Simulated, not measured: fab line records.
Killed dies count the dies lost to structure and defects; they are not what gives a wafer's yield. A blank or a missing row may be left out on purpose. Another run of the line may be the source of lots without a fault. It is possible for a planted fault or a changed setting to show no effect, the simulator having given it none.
fab line records / flow sky130 / part 2 of 2: steps 43 to 43 of 43
[record] lots = 6 wafers = 18 last_day = 50
route steps=708 shown VIA2@519 METAL3@532 CAPM@537 PAD_OPEN@708
lots with no fault: from the same line, run without faults
start_h: the number of hours between the record's first day and the start of the first shown wafer of the lot / wait_h: hours since the lot's step before / " as in the row above / L1.1+2: several wafers, shown together as one row / - no value, or no start was given / * or withheld: withheld / < > ~ a bound
route shown NAME@n: names a module that has steps shown in the file, with the first one's number in the route / usual: mean/standard deviation taken from wafers without a fault / same: alike in all rows / chamber/n: place in a boat / sites: each site's reading / _std_site: how widely they spread, as a standard deviation / _edge_site: inner sites' mean taken away from outer sites' mean / radius_mm: how far each site lies from the wafer's centre / mask NAME#n: copy n / behind: tool/chamber where the wafer was last shaped / hold: why the lot was held/for how many hours/how that ended / device: the transistor (n, p or np) that didn't switch / end of line: tests run on the same wafers once the route is complete / for a step that has no rows: nothing shown but its recipe / killed: dies that structure and defects cost at the first sort, which is not the same as the wafer's yield / map: a wafer's dies, x killed, . not, _ none there
set.NAME: the setting as run; set.NAME@STEP: as run at that earlier step / model.NAME: the simulator's own value behind a step, which no gauge read
lots at selected steps of the route; one table per step, one row per wafer
services: when a tool's chamber went out of use (start_h, in hours from the record's first day, below 0 if earlier), for how many hours, and the reason
[[steps]]
[step SKY_PAD_OPEN_PROBE_99]
[usual] defect_limited_yield = 82.1/1.8 killed_at_M0_to_M3 = 44/6.2 killed_at_M4_up = 3.3/1.8 killed_at_contacts = 25/5.8 killed_at_front_end = 15/4 killed_at_other = 0.3/0.49 killed_dies = 88/8.8 killed_on_rim = 17/3.6 killed_open = 48/6.5 killed_short = 39/6.3 sort_bin_3_pad_short = 0.9/0.41 sort_bin_5_function = 10.6/1.4 sort_bin_6_memory = 6.4/1.1 sort_n_pass = 404/8.8 sort_yield_pct = 82.1/1.8
[same] gross_dies = 492 killed_at_back_side = 0 sort_bin_4_leakage[%] = 0 sort_bin_8_speed[%] = 0
lot.wafer=L892.2 tool=prober-01 chamber=- start_h=1096.95 wait_h=0.1 hold=- defect_limited_yield[%]=82.1 killed_at_M0_to_M3=50 killed_at_M4_up=3 killed_at_contacts=19 killed_at_front_end=16 killed_at_other=0 killed_dies=88 killed_on_rim=14 killed_open=41 killed_short=47 sort_bin_3_pad_short[%]=1.4 sort_bin_5_function[%]=8.9 sort_bin_6_memory[%]=7.5 sort_n_pass=404 sort_yield_pct[%]=82.1 model.etest.tester.sort_n_pass=404 model.etest.tester.sort_yield_pct=82.11 model.etest.tester.sort_bin_5_pct=8.943 model.etest.tester.sort_bin_6_pct=7.52 model.etest.tester.sort_bin_3_pct=1.423
lot.wafer=L892.4 tool=prober-01 chamber=- start_h=1097.05 wait_h=0.2 hold=- defect_limited_yield[%]=87.4 killed_at_M0_to_M3=28 killed_at_M4_up=4 killed_at_contacts=18 killed_at_front_end=10 killed_at_other=2 killed_dies=62 killed_on_rim=10 killed_open=40 killed_short=22 sort_bin_3_pad_short[%]=0.4 sort_bin_5_function[%]=8.5 sort_bin_6_memory[%]=3.7 sort_n_pass=430 sort_yield_pct[%]=87.4 model.etest.tester.sort_n_pass=430 model.etest.tester.sort_yield_pct=87.4 model.etest.tester.sort_bin_5_pct=8.537 model.etest.tester.sort_bin_6_pct=3.659 model.etest.tester.sort_bin_3_pct=0.4065
lot.wafer=L892.5 tool=prober-01 chamber=- start_h=1097.10 wait_h=0.2 hold=- defect_limited_yield[%]=82.7 killed_at_M0_to_M3=45 killed_at_M4_up=5 killed_at_contacts=24 killed_at_front_end=11 killed_at_other=0 killed_dies=85 killed_on_rim=16 killed_open=46 killed_short=39 sort_bin_3_pad_short[%]=0.2 sort_bin_5_function[%]=11.4 sort_bin_6_memory[%]=5.7 sort_n_pass=407 sort_yield_pct[%]=82.7 model.etest.tester.sort_n_pass=407 model.etest.tester.sort_yield_pct=82.72 model.etest.tester.sort_bin_5_pct=11.38 model.etest.tester.sort_bin_6_pct=5.691 model.etest.tester.sort_bin_3_pct=0.2033
lot.wafer=L893.2 tool=prober-02 chamber=- start_h=1101.48 wait_h=0.1 hold=- defect_limited_yield[%]=80.1 killed_at_M0_to_M3=50 killed_at_M4_up=6 killed_at_contacts=24 killed_at_front_end=18 killed_at_other=0 killed_dies=98 killed_on_rim=18 killed_open=50 killed_short=48 sort_bin_3_pad_short[%]=1.2 sort_bin_5_function[%]=11.2 sort_bin_6_memory[%]=7.5 sort_n_pass=394 sort_yield_pct[%]=80.1 model.etest.tester.sort_n_pass=394 model.etest.tester.sort_yield_pct=80.08 model.etest.tester.sort_bin_5_pct=11.18 model.etest.tester.sort_bin_6_pct=7.52 model.etest.tester.sort_bin_3_pct=1.22
lot.wafer=L893.3 tool=prober-02 chamber=- start_h=1101.53 wait_h=0.2 hold=- defect_limited_yield[%]=77.4 killed_at_M0_to_M3=52 killed_at_M4_up=2 killed_at_contacts=35 killed_at_front_end=21 killed_at_other=1 killed_dies=111 killed_on_rim=23 killed_open=60 killed_short=51 sort_bin_3_pad_short[%]=1.8 sort_bin_5_function[%]=14.4 sort_bin_6_memory[%]=6.3 sort_n_pass=381 sort_yield_pct[%]=77.4 model.etest.tester.sort_n_pass=381 model.etest.tester.sort_yield_pct=77.44 model.etest.tester.sort_bin_5_pct=14.43 model.etest.tester.sort_bin_6_pct=6.301 model.etest.tester.sort_bin_3_pct=1.829
lot.wafer=L893.6 tool=prober-02 chamber=- start_h=1101.68 wait_h=0.2 hold=- defect_limited_yield[%]=85.0 killed_at_M0_to_M3=38 killed_at_M4_up=5 killed_at_contacts=14 killed_at_front_end=15 killed_at_other=2 killed_dies=74 killed_on_rim=17 killed_open=43 killed_short=31 sort_bin_3_pad_short[%]=1.0 sort_bin_5_function[%]=9.8 sort_bin_6_memory[%]=4.3 sort_n_pass=418 sort_yield_pct[%]=85.0 model.etest.tester.sort_n_pass=418 model.etest.tester.sort_yield_pct=84.96 model.etest.tester.sort_bin_5_pct=9.756 model.etest.tester.sort_bin_6_pct=4.268 model.etest.tester.sort_bin_3_pct=1.016
lot.wafer=L897.1 tool=prober-01 chamber=- start_h=1157.20 wait_h=0.1 hold=- defect_limited_yield[%]=83.5 killed_at_M0_to_M3=35 killed_at_M4_up=4 killed_at_contacts=28 killed_at_front_end=14 killed_at_other=0 killed_dies=81 killed_on_rim=15 killed_open=44 killed_short=37 sort_bin_3_pad_short[%]=0.2 sort_bin_5_function[%]=11.2 sort_bin_6_memory[%]=5.1 sort_n_pass=411 sort_yield_pct[%]=83.5 model.etest.tester.sort_n_pass=411 model.etest.tester.sort_yield_pct=83.54 model.etest.tester.sort_bin_5_pct=11.18 model.etest.tester.sort_bin_6_pct=5.081 model.etest.tester.sort_bin_3_pct=0.2033
lot.wafer=L897.3 tool=prober-01 chamber=- start_h=1157.30 wait_h=0.2 hold=- defect_limited_yield[%]=82.5 killed_at_M0_to_M3=46 killed_at_M4_up=1 killed_at_contacts=26 killed_at_front_end=13 killed_at_other=0 killed_dies=86 killed_on_rim=18 killed_open=45 killed_short=41 sort_bin_3_pad_short[%]=1.2 sort_bin_5_function[%]=10.4 sort_bin_6_memory[%]=5.9 sort_n_pass=406 sort_yield_pct[%]=82.5 model.etest.tester.sort_n_pass=406 model.etest.tester.sort_yield_pct=82.52 model.etest.tester.sort_bin_5_pct=10.37 model.etest.tester.sort_bin_6_pct=5.894 model.etest.tester.sort_bin_3_pct=1.22
lot.wafer=L897.6 tool=prober-01 chamber=- start_h=1157.45 wait_h=0.2 hold=- defect_limited_yield[%]=81.1 killed_at_M0_to_M3=43 killed_at_M4_up=3 killed_at_contacts=26 killed_at_front_end=20 killed_at_other=1 killed_dies=93 killed_on_rim=14 killed_open=52 killed_short=41 sort_bin_3_pad_short[%]=1.0 sort_bin_5_function[%]=11.4 sort_bin_6_memory[%]=6.5 sort_n_pass=399 sort_yield_pct[%]=81.1 model.etest.tester.sort_n_pass=399 model.etest.tester.sort_yield_pct=81.1 model.etest.tester.sort_bin_5_pct=11.38 model.etest.tester.sort_bin_6_pct=6.504 model.etest.tester.sort_bin_3_pct=1.016
lot.wafer=L906.1 tool=prober-01 chamber=- start_h=1190.25 wait_h=0.1 hold=- defect_limited_yield[%]=83.5 killed_at_M0_to_M3=44 killed_at_M4_up=0 killed_at_contacts=20 killed_at_front_end=17 killed_at_other=0 killed_dies=81 killed_on_rim=19 killed_open=42 killed_short=39 sort_bin_3_pad_short[%]=1.0 sort_bin_5_function[%]=10.8 sort_bin_6_memory[%]=4.7 sort_n_pass=411 sort_yield_pct[%]=83.5 model.etest.tester.sort_n_pass=411 model.etest.tester.sort_yield_pct=83.54 model.etest.tester.sort_bin_5_pct=10.77 model.etest.tester.sort_bin_6_pct=4.675 model.etest.tester.sort_bin_3_pct=1.016
lot.wafer=L906.4 tool=prober-01 chamber=- start_h=1190.40 wait_h=0.2 hold=- defect_limited_yield[%]=81.9 killed_at_M0_to_M3=60 killed_at_M4_up=3 killed_at_contacts=16 killed_at_front_end=10 killed_at_other=0 killed_dies=89 killed_on_rim=14 killed_open=48 killed_short=41 sort_bin_3_pad_short[%]=0.6 sort_bin_5_function[%]=11.2 sort_bin_6_memory[%]=6.3 sort_n_pass=403 sort_yield_pct[%]=81.9 model.etest.tester.sort_n_pass=403 model.etest.tester.sort_yield_pct=81.91 model.etest.tester.sort_bin_5_pct=11.18 model.etest.tester.sort_bin_6_pct=6.301 model.etest.tester.sort_bin_3_pct=0.6098
lot.wafer=L906.6 tool=prober-01 chamber=- start_h=1190.50 wait_h=0.2 hold=- defect_limited_yield[%]=80.5 killed_at_M0_to_M3=58 killed_at_M4_up=2 killed_at_contacts=25 killed_at_front_end=11 killed_at_other=0 killed_dies=96 killed_on_rim=15 killed_open=58 killed_short=38 sort_bin_3_pad_short[%]=0.8 sort_bin_5_function[%]=12.6 sort_bin_6_memory[%]=6.1 sort_n_pass=396 sort_yield_pct[%]=80.5 model.etest.tester.sort_n_pass=396 model.etest.tester.sort_yield_pct=80.49 model.etest.tester.sort_bin_5_pct=12.6 model.etest.tester.sort_bin_6_pct=6.098 model.etest.tester.sort_bin_3_pct=0.813
lot.wafer=L910.1 tool=prober-01 chamber=- start_h=1201.57 wait_h=0.1 hold=await_dispo/0.8h/release defect_limited_yield[%]=84.3 killed_at_M0_to_M3=34 killed_at_M4_up=3 killed_at_contacts=24 killed_at_front_end=16 killed_at_other=0 killed_dies=77 killed_on_rim=14 killed_open=37 killed_short=39 sort_bin_3_pad_short[%]=0.4 sort_bin_5_function[%]=9.8 sort_bin_6_memory[%]=5.5 sort_n_pass=415 sort_yield_pct[%]=84.3 model.etest.tester.sort_n_pass=415 model.etest.tester.sort_yield_pct=84.35 model.etest.tester.sort_bin_5_pct=9.756 model.etest.tester.sort_bin_6_pct=5.488 model.etest.tester.sort_bin_3_pct=0.4065
lot.wafer=L910.4 tool=prober-01 chamber=- start_h=1201.72 wait_h=0.2 hold=await_dispo/0.8h/release defect_limited_yield[%]=81.3 killed_at_M0_to_M3=40 killed_at_M4_up=3 killed_at_contacts=30 killed_at_front_end=19 killed_at_other=0 killed_dies=92 killed_on_rim=18 killed_open=47 killed_short=43 sort_bin_3_pad_short[%]=0.6 sort_bin_5_function[%]=10.8 sort_bin_6_memory[%]=7.3 sort_n_pass=400 sort_yield_pct[%]=81.3 model.etest.tester.sort_n_pass=400 model.etest.tester.sort_yield_pct=81.3 model.etest.tester.sort_bin_5_pct=10.77 model.etest.tester.sort_bin_6_pct=7.317 model.etest.tester.sort_bin_3_pct=0.6098
lot.wafer=L910.6 tool=prober-01 chamber=- start_h=1201.82 wait_h=0.2 hold=await_dispo/0.8h/release defect_limited_yield[%]=57.5 killed_at_M0_to_M3=162 killed_at_M4_up=4 killed_at_contacts=26 killed_at_front_end=16 killed_at_other=1 killed_dies=209 killed_on_rim=39 killed_open=46 killed_short=41 sort_bin_3_pad_short[%]=3.3 sort_bin_5_function[%]=25.0 sort_bin_6_memory[%]=14.2 sort_n_pass=283 sort_yield_pct[%]=57.5 model.etest.tester.sort_n_pass=283 model.etest.tester.sort_yield_pct=57.52 model.etest.tester.sort_bin_5_pct=25 model.etest.tester.sort_bin_6_pct=14.23 model.etest.tester.sort_bin_3_pct=3.252
lot.wafer=L912.2 tool=prober-02 chamber=- start_h=1204.32 wait_h=0.1 hold=await_dispo/11.4h/release defect_limited_yield[%]=79.3 killed_at_M0_to_M3=51 killed_at_M4_up=7 killed_at_contacts=27 killed_at_front_end=17 killed_at_other=0 killed_dies=102 killed_on_rim=22 killed_open=58 killed_short=42 sort_bin_3_pad_short[%]=1.2 sort_bin_5_function[%]=12.4 sort_bin_6_memory[%]=7.1 sort_n_pass=390 sort_yield_pct[%]=79.3 model.etest.tester.sort_n_pass=390 model.etest.tester.sort_yield_pct=79.27 model.etest.tester.sort_bin_5_pct=12.4 model.etest.tester.sort_bin_6_pct=7.114 model.etest.tester.sort_bin_3_pct=1.22
lot.wafer=L912.3 tool=prober-02 chamber=- start_h=1204.37 wait_h=0.2 hold=await_dispo/11.4h/release defect_limited_yield[%]=56.3 killed_at_M0_to_M3=169 killed_at_M4_up=2 killed_at_contacts=31 killed_at_front_end=13 killed_at_other=0 killed_dies=215 killed_on_rim=45 killed_open=46 killed_short=39 sort_bin_3_pad_short[%]=2.8 sort_bin_5_function[%]=26.2 sort_bin_6_memory[%]=14.6 sort_n_pass=277 sort_yield_pct[%]=56.3 model.etest.tester.sort_n_pass=277 model.etest.tester.sort_yield_pct=56.3 model.etest.tester.sort_bin_5_pct=26.22 model.etest.tester.sort_bin_6_pct=14.63 model.etest.tester.sort_bin_3_pct=2.846
lot.wafer=L912.6 tool=prober-02 chamber=- start_h=1204.52 wait_h=0.2 hold=await_dispo/11.4h/release defect_limited_yield[%]=82.9 killed_at_M0_to_M3=39 killed_at_M4_up=2 killed_at_contacts=31 killed_at_front_end=12 killed_at_other=0 killed_dies=84 killed_on_rim=20 killed_open=48 killed_short=34 sort_bin_3_pad_short[%]=1.4 sort_bin_5_function[%]=9.3 sort_bin_6_memory[%]=6.3 sort_n_pass=408 sort_yield_pct[%]=82.9 model.etest.tester.sort_n_pass=408 model.etest.tester.sort_yield_pct=82.93 model.etest.tester.sort_bin_5_pct=9.35 model.etest.tester.sort_bin_6_pct=6.301 model.etest.tester.sort_bin_3_pct=1.423
// killed by level:class
L892.2 VIA2:geometric_particle:open=10 METAL2:geometric_particle:short=9 CONTACT:geometric_particle:open=7 VIA1:geometric_particle:short=7 FIELD_ISO:geometric_particle:short=6 LI_CONTACT:geometric_particle:open=6 METAL1:geometric_particle:short=6 POLY_GATE:geometric_particle:short=4
L892.4 CONTACT:geometric_particle:open=7 VIA1:geometric_particle:open=7 VIA3:geometric_particle:open=6 LI_CONTACT:geometric_particle:open=6 VIA2:geometric_particle:open=4 METAL4:geometric_particle:short=3 SONOS_ONO:geometric_particle:open=2 POLY_GATE:geometric_particle:short=2
L892.5 VIA2:geometric_particle:open=14 LI_CONTACT:geometric_particle:open=7 CONTACT:geometric_particle:short=7 METAL2:geometric_particle:short=7 VIA1:geometric_particle:open=5 CONTACT:geometric_particle:open=4 METAL4:geometric_particle:short=4 POLY_GATE:geometric_particle:open=3
L893.2 CONTACT:geometric_particle:open=9 METAL1:geometric_particle:short=9 VIA1:geometric_particle:open=8 VIA2:geometric_particle:open=7 CONTACT:geometric_particle:short=6 VIA3:geometric_particle:open=6 LI_CONTACT:geometric_particle:open=5 METAL4:geometric_particle:short=5
L893.3 CONTACT:geometric_particle:open=14 VIA1:geometric_particle:short=10 LI_CONTACT:geometric_particle:open=9 VIA1:geometric_particle:open=8 METAL2:geometric_particle:short=8 POLY_GATE:geometric_particle:open=7 METAL1:geometric_particle:short=7 VIA3:geometric_particle:open=7
L893.6 VIA2:geometric_particle:open=7 VIA1:geometric_particle:open=6 LOCAL_INTERCONNECT:geometric_particle:short=5 CONTACT:geometric_particle:open=5 METAL2:geometric_particle:open=5 FIELD_ISO:geometric_particle:open=4 METAL1:geometric_particle:short=4 POLY_GATE:geometric_particle:open=3
L897.1 CONTACT:geometric_particle:open=13 LI_CONTACT:geometric_particle:open=8 VIA1:geometric_particle:open=7 METAL1:geometric_particle:short=6 METAL2:geometric_particle:short=5 FIELD_ISO:geometric_particle:short=4 VIA2:geometric_particle:short=4 VIA3:geometric_particle:open=4
L897.3 LI_CONTACT:geometric_particle:open=8 CONTACT:geometric_particle:short=8 VIA1:geometric_particle:open=8 VIA3:geometric_particle:open=7 VIA2:geometric_particle:open=7 CONTACT:geometric_particle:open=6 VIA1:geometric_particle:short=5 POLY_GATE:geometric_particle:open=4
L897.6 CONTACT:geometric_particle:open=10 METAL1:geometric_particle:short=8 LI_CONTACT:geometric_particle:open=7 VIA3:geometric_particle:open=7 POLY_GATE:geometric_particle:open=6 POLY_GATE:geometric_particle:short=6 VIA1:geometric_particle:open=6 VIA2:geometric_particle:open=5
L906.1 VIA1:geometric_particle:open=10 CONTACT:geometric_particle:open=9 METAL1:geometric_particle:short=9 FIELD_ISO:geometric_particle:short=6 FIELD_ISO:geometric_particle:open=5 VIA3:geometric_particle:short=5 POLY_GATE:geometric_particle:open=4 VIA1:geometric_particle:short=4
L906.4 VIA1:geometric_particle:open=15 VIA3:geometric_particle:open=9 METAL1:geometric_particle:short=7 VIA2:geometric_particle:open=7 CONTACT:geometric_particle:open=5 METAL2:geometric_particle:short=5 LI_CONTACT:geometric_particle:short=4 VIA1:geometric_particle:short=4
L906.6 VIA1:geometric_particle:open=18 CONTACT:geometric_particle:open=9 LI_CONTACT:geometric_particle:open=8 METAL1:geometric_particle:short=8 VIA3:geometric_particle:open=8 VIA1:geometric_particle:short=6 VIA2:geometric_particle:short=5 VIA2:geometric_particle:open=4
L910.1 LI_CONTACT:geometric_particle:open=9 CONTACT:geometric_particle:open=6 VIA2:geometric_particle:open=6 METAL2:geometric_particle:short=5 VIA1:geometric_particle:short=5 POLY_GATE:geometric_particle:open=4 FIELD_ISO:geometric_particle:short=4 LOCAL_INTERCONNECT:geometric_particle:short=4
L910.4 CONTACT:geometric_particle:open=11 VIA1:geometric_particle:open=10 LI_CONTACT:geometric_particle:open=9 VIA1:geometric_particle:short=8 METAL2:geometric_particle:short=7 CONTACT:geometric_particle:short=6 FIELD_ISO:geometric_particle:open=5 FIELD_ISO:geometric_particle:short=4
L910.6 VIA2:unspecified=120 CONTACT:geometric_particle:open=10 VIA1:geometric_particle:open=10 LOCAL_INTERCONNECT:geometric_particle:short=6 METAL2:geometric_particle:short=6 VIA2:geometric_particle:open=6 FIELD_ISO:geometric_particle:short=5 LI_CONTACT:geometric_particle:open=5
L912.2 VIA1:geometric_particle:open=12 VIA2:geometric_particle:open=12 CONTACT:geometric_particle:open=11 METAL1:geometric_particle:short=7 METAL4:geometric_particle:short=6 POLY_GATE:geometric_particle:open=6 VIA3:geometric_particle:open=6 LI_CONTACT:geometric_particle:open=5
L912.3 VIA2:unspecified=129 CONTACT:geometric_particle:open=13 VIA1:geometric_particle:short=8 VIA1:geometric_particle:open=7 POLY_GATE:geometric_particle:open=6 CONTACT:geometric_particle:short=6 LI_CONTACT:geometric_particle:open=6 METAL2:geometric_particle:short=6
L912.6 VIA1:geometric_particle:open=11 CONTACT:geometric_particle:open=10 LI_CONTACT:geometric_particle:open=9 VIA1:geometric_particle:short=9 VIA2:geometric_particle:open=6 CONTACT:geometric_particle:short=6 POLY_GATE:geometric_particle:short=4 VIA3:geometric_particle:open=4
// map L910.6 (x killed, . not)
__________....x....._________
________...xx..x....xx_______
______.x.x..x..xx...xx.x_____
_____...x.x..x.x.xx..xx..____
____x.x....x.xxx.x.x..xxxx___
___.xx......x...xx.xx...x.x__
__......x.xxx.x....xxx..x..._
_..xxx..xx.xxxxxxxx.x.xxxx...
_...x....x.........xx...x..xx
_.xxx.x.x...xx...x.xx.....x.x
_...x.xxx..x.x....x.x.xx.....
_...x...x.x.xx..xxx...x....xx
_x...xx.xx.x......x.x.xxx....
_x.xxx........xxxx....x..x...
_x.....xx...x...xxx.x.xx....x
__..x.x.x.x...x...xxxxx.xxx._
___xxx...x..x.xxx..xxx.x...__
____xxx....xx..xxxxx.x.xxx___
_____.xxxxx.x.x.xx...x..x____
______.xx..xx...xx.x..x._____
________x..........xxx_______
__________...x.xx.xx_________
// map L912.3 (x killed, . not)
__________..x.xxx..._________
________x..xxx..x.xx.._______
______..x.xx..x.x.x.xxx._____
_____xx.xx.x..xxx.x..xx.x____
____..x.xx..x.x.....xx..x.___
___xx.xx.x..........x...x.x__
__x.xxx..x...x.xxx....xxx.x._
_.x..x..x...x.x....xx....x.x.
_.xx....x..x...x....x..xx..xx
_..xxxxx...xxxxxx..x..xx....x
_xxxx..xx.xxx.x.x..x.x.xx....
_.xx..xx.xx..xx.x.xx.....x.xx
_.x.x.x.x.xxxx...x..x....xxxx
_x..........x....x.x...x.....
_.xxx.x.....xxxx....xx.....x.
__..xx.xx...x.xx..x..xxx..x._
___xxxx..x.x.xx..x..xxx..x.__
____x..x...x..x.x.xxx.x...___
_____xx..xxxx..x.xx.x..x.____
______.....x.x.x.x.x.xxx_____
________x.x..xx......._______
__________xxx...x..._________
[[services]]
tool=plasma_asher-01 chamber=- start_h=859.56 hours=0.9 kind=repair
tool=cmp-01 chamber=- start_h=864.84 hours=4.7 kind=pm
tool=pecvd-01 chamber=- start_h=873.54 hours=0.4 kind=repair
tool=pvd_sputter-04 chamber=- start_h=881.60 hours=1.9 kind=repair
tool=pecvd-03 chamber=0 start_h=890.32 hours=14.7 kind=repair
tool=pvd_sputter-01 chamber=- start_h=897.33 hours=13.1 kind=repair
tool=cvd_w-01 chamber=- start_h=904.00 hours=14.0 kind=pm
tool=pvd_sputter-01 chamber=- start_h=910.19 hours=7.6 kind=repair
tool=cmp-02 chamber=- start_h=912.00 hours=4.0 kind=pm
tool=cmp-02 chamber=- start_h=914.44 hours=0.7 kind=repair
tool=cmp-02 chamber=- start_h=917.88 hours=1.2 kind=repair
tool=pvd_sputter-03 chamber=- start_h=923.17 hours=8.9 kind=repair
tool=cmp-01 chamber=- start_h=935.19 hours=0.8 kind=repair
tool=pvd_sputter-02 chamber=- start_h=940.01 hours=12.7 kind=repair
tool=pvd_sputter-04 chamber=- start_h=942.93 hours=7.2 kind=repair
tool=pecvd-01 chamber=2 start_h=948.45 hours=9.8 kind=repair
tool=plasma_asher-03 chamber=- start_h=949.37 hours=2.8 kind=pm
tool=pecvd-02 chamber=2 start_h=951.64 hours=25.8 kind=repair
tool=cmp-02 chamber=- start_h=954.66 hours=7.7 kind=pm
tool=pecvd-01 chamber=- start_h=955.76 hours=14.6 kind=pm
tool=pecvd-02 chamber=- start_h=965.75 hours=5.5 kind=pm
tool=plasma_asher-03 chamber=- start_h=970.23 hours=1.9 kind=repair
tool=pvd_sputter-04 chamber=- start_h=999.38 hours=3.8 kind=repair
tool=pecvd-03 chamber=- start_h=1013.75 hours=1.8 kind=repair
[[key]]
[first_sign] step = SKY_PAD_OPEN_PROBE_99 reading = killed_at_M0_to_M3 direction = up sigmas = 20 usual = 44 struck = 166
[effect] step = SKY_PAD_OPEN_PROBE_99 reading = defect_limited_yield direction = down sigmas = 14 usual = 82.1 struck = 56.9
[model_effect] step = SKY_PAD_OPEN_PROBE_99 value = etest.tester.sort_n_pass without = 389 struck = 280
met_at SKY_VIA2_CMP_24
struck_wafers L910.6,L912.3
onset_between 993.22 1009.90
[fault] kind = chamber_particle_source tool = cmp-02 chamber = 0 onset_h = 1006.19 steps = SKY_VIA2_CMP_24 rate_per_visit_cm2 = 0.60385 end_h = 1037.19
